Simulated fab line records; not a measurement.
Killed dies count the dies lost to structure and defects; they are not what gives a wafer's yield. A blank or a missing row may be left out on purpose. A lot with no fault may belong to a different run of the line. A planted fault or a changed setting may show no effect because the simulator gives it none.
Comparing a struck lot with a sound one -- flow sky130 -- 16 steps out of a route of 708
Sound: these wafers, L228.2, L228.3, L228.6. Struck: wafers L233.3, L233.6 (left out: L233.5, a lot-mate that was not struck); the cause follows at the end.
For every step that has rows: the tool of each side, followed by ch and its chambers, followed by its first start. Under that, the readings that differ: sound wafers -- struck wafers -- difference of the means -- sigmas: that difference in standard deviations of wafers without a fault.
alike: same words and numbers on both sides, and readings whose means sit less than 2 such deviations apart. not compared: any withheld reading, any reading some wafer has no value for, any bound like >300 that may hide the same value, and any number with overlapping values for which the record gives no deviation.
A row with sigmas, a row that says differs or no value, or rows on one side alone: a step with any of these is where the two part. Non-overlapping numbers with no deviation appear without sigmas and do not part them. A reading that every wafer of one side lacks parts them only if that side has two wafers or more.

first, 3 steps without rows for these wafers: SKY_METAL2_EXPOSE_12 (exposes mask MM2, target cd 140 nm); SKY_METAL2_PEB_13; SKY_METAL2_DEVELOP_14 (develop time 60 s).
SKY_METAL2_CD_MEAS_15 targets a cd of 140 nm.
  sound on cdSem-01, day 35 09:49; struck on cdSem-01, day 36 21:55
  alike: cdNm
SKY_METAL2_OVL_MEAS_16:
  sound on overlay-02, day 35 09:55; struck on overlay-01, day 36 22:01
reading,sound,struck,difference,sigmas
METAL2_OVL (nm),10 3 10,-9 -17,-21,-3
SKY_METAL2_DESCUM_17: chemistry O2, time 8 s.
  sound on rieMetal-03 ch 0, day 35 09:56; struck on rieMetal-01 ch 0, day 36 22:03
  alike: drypumpMotorCurrentA, oesProductAu
  not compared: rfHoursCounterH
SKY_METAL2_ETCH_18: etches BARC in N2/H2, stops on SiO2, time 45.9 s, target depth 60 nm.
  sound on rieMetal-03 ch 0, day 35 09:59; struck on rieMetal-01 ch 0, day 36 22:05
  alike: drypumpMotorCurrentA, h2FlowSccm, n2FlowSccm, oesProductAu, throttleValvePct
  not compared: rfHoursCounterH
SKY_METAL2_METAL_ETCH_19: etches the open film in Cl2/BCl3, stops on SiO2, target depth 360 nm, time 78 s.
  sound on rieMetal-03 ch 0, day 35 10:02; struck on rieMetal-01 ch 0, day 36 22:10
  alike: drypumpMotorCurrentA, oesProductAu, throttleValvePct
  not compared: rfHoursCounterH
SKY_METAL2_STRIP_20: strips in O2/N2.
  sound on plasmaAsher-01 ch 0,1, day 35 10:08; struck on plasmaAsher-01 ch 1, day 36 22:15
  alike: drypumpMotorCurrentA, n2FlowSccm, oesProductAu, stripTimeToEndpointS
  not compared: rfHoursCounterH
then, 3 steps without rows for these wafers: SKY_METAL2_STRIP_21 (strips in post etch residue remover, time 1200 s); SKY_METAL2_CLEAN_22 (cleans in IPA, time 180 s); SKY_METAL2_CLEAN_23 (cleans in O3/DIW).
SKY_VIA2_HDPCVD_00: deposits SiO2, target thk 1180 nm, time 196.7 s.
  sound on hdpcvd-01 ch 0,1,2, day 35 10:44; struck on hdpcvd-02 ch 0, day 36 22:53
reading,sound,struck,difference,sigmas
sih4FlowSccm (sccm),59.65 60.28 59.72,48.11 48.18,-11.74,-65
model.SiO2_of_VIA2_HDPCVD_00.thkNm (nm),1190 1187 1171,946.2 950.4,-234.4,
SKY_VIA2_THK_MEAS_01:
  sound on filmMetro-01, day 35 10:52; struck on filmMetro-03, day 36 23:01
reading,sound,struck,difference,sigmas
VIA2_HDPCVD_THK (nm),1191 1186 1170,947 950,-234,-21
SKY_VIA2_CMP_02: polishes SiO2.
  sound on cmp-01 ch 0,2, day 35 11:02; struck on cmp-01 ch 0,2, day 36 23:13
  alike: motorCurrentA
-- the record jumps here: 10 days lie between the struck wafers' starts before and after (it left off in module VIA2 and takes up again in module PAD_OPEN, whose first step shown is number 708 of the route) --
SKY_PAD_OPEN_PROBE_99:
  record: rows for the struck wafers here (prober-01, day 47 05:19), none for the sound ones

## WHERE THEY PART
Last at SKY_PAD_OPEN_PROBE_99 as far as this record goes, first at SKY_METAL2_OVL_MEAS_16.

WHY: what had been put in by the simulator
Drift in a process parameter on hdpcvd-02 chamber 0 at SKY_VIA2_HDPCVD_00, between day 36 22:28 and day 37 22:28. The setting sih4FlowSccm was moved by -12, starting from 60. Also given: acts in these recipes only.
